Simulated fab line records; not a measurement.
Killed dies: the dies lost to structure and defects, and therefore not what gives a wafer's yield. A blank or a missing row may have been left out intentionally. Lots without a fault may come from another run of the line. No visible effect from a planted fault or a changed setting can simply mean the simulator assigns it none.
One fault through the eyes of 2 desks -- flow gf180mcu -- what lay behind the numbers comes last; until then each desk has only its own

## FOR THE TOOL OWNER'S DESK: cmp-01
The tool's own readings at GF_V3_CMP_04 (polishes SiO2): means of the sampled wafers that have a number, for each lot that ran on this tool. If a lot's mean is further than 4 standard deviations from the usual mean, the lot is out of limits and carries the mark OUT (the distance appears in the brackets).
Columns: A = motor-current-A at GF_V3_CMP_04, usual 11.6 A; B = retaining-ring-pressure-frac at GF_V3_CMP_04, usual 1.001; C = time-to-endpoint-s at GF_V3_CMP_04, usual 81 s
lot,first seen here,A,B,C
L289,day 23 20:39,11.4,1.003,83
L295,day 26 00:34,12.4,1.006,89
L296,day 26 02:03,12.3,0.999,92
This desk's verdict: no lot among the 3 shows anything out of limits.

## AT THE METROLOGY DESK
What the gauges read for every lot (on any tool): the sampled wafers with a number, averaged. If a lot's mean is further than 4 standard deviations from the usual mean, the lot is out of limits and carries the mark OUT (the distance appears in the brackets).
Columns: A = cd-nm at GF_M3_CD_MEAS_14, usual 279.6 nm; B = V3_CVD_02_THK at GF_V3_THK_MEAS_03, usual 849 nm
lot,first seen here,A,B
L283,day 21 10:35,280.3,844
L284,day 21 22:39,280.2,839
L287,day 23 00:32,280.6,836
L288,day 23 05:45,279.2,852
L289,day 23 19:27,282.1,845
L295,day 25 23:27,280.1,847
L296,day 26 00:55,278.6,850
L299,day 27 02:28,277.7,852
L302,day 28 00:31,279.0,858
L304,day 28 09:05,281.7,843
L305,day 28 10:55,282.2,850
L306,day 28 21:52,278.6,849
This desk's verdict: no lot among the 12 shows anything out of limits.

## PUT TOGETHER
The desk of the tool owner found nothing out of limits.
The metrology desk saw nothing out of limits.

## WHAT THE SIMULATOR PUT IN
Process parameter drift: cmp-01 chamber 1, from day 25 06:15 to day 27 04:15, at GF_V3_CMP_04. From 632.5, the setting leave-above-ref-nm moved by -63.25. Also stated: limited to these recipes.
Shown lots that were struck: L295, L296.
